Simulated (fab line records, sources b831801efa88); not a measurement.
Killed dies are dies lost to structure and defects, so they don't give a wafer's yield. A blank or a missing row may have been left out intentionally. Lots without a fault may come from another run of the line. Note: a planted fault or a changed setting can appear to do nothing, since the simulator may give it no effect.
Chamber matching + flow sky130 + SKY_VIA3_ETCH_15 on rieDiel-01: 4 sister chambers
The step etches SiO2 in C4F8/O2/Ar, stops on TiN, target depth 507 nm, time 78 s. 16 wafers are shown with their chamber, then 8 later ones without.

## WAFERS, EACH WITH ITS CHAMBER
| wafer  | chamber | oesProductAu (a.u.) |
|--------|---------|---------------------|
| L438.1 | 0       | 0.950               |
| L438.4 | 2       | 0.941               |
| L438.5 | 2       | 0.940               |
| L440.1 | 1       | 0.945               |
| L440.2 | 0       | 0.942               |
| L440.5 | 1       | 0.947               |
| L442.1 | 2       | 0.946               |
| L442.3 | 0       | 0.947               |
| L442.4 | 3       | 0.940               |
| L444.2 | 2       | 0.934               |
| L444.3 | 3       | 0.951               |
| L444.6 | 3       | 0.953               |
| L446.1 | 3       | 0.954               |
| L446.4 | 2       | 0.944               |
| L446.6 | 1       | 0.951               |
| L447.2 | 0       | 0.944               |

SIGNATURES (means of the wafers above)
| reading      | chamber 0 | chamber 1 | chamber 2 | chamber 3 | scatter within a chamber |
|--------------|-----------|-----------|-----------|-----------|--------------------------|
| oesProductAu | 0.94575   | 0.94767   | 0.94100   | 0.94950   | 0.00469                  |
Rule: for each reading, subtract the chamber's mean from the wafer's reading, divide by that reading's scatter and square the result; add these up over the readings and take the root, which gives the wafer's distance from the chamber. If the next closest chamber is less than 2 further off than the closest, the wafer can't be placed; otherwise it belongs to the closest. The scatter: take each reading less its chamber's mean, square it, sum over the shown wafers, divide by the number of wafers less the number of chambers, and take the root.

## WAFERS WHOSE CHAMBER IS MISSING
| wafer  | oesProductAu (a.u.) |
|--------|---------------------|
| L447.3 | 0.948               |
| L447.5 | 0.944               |
| L450.1 | 0.949               |
| L450.3 | 0.945               |
| L450.5 | 0.947               |
| L460.1 | 0.953               |
| L460.3 | 0.942               |
| L460.6 | 0.945               |

## CHAMBER TAKEN BY EACH
| wafer  | from the rows above               | in truth |
|--------|-----------------------------------|----------|
| L447.3 | can't be placed: 1 or 3 or 0 or 2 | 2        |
| L447.5 | can't be placed: 0 or 2 or 1 or 3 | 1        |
| L450.1 | can't be placed: 3 or 1 or 0 or 2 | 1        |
| L450.3 | can't be placed: 0 or 1 or 2 or 3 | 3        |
| L450.5 | can't be placed: 1 or 0 or 3 or 2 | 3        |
| L460.1 | can't be placed: 3 or 1 or 0 or 2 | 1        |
| L460.3 | can't be placed: 2 or 0 or 1 or 3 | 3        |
| L460.6 | can't be placed: 0 or 1 or 2 or 3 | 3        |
Correctly placed: 0 of 8. Unplaceable from these rows: 8, with the true chamber sitting among the candidates in 8. Wrongly placed: 0.
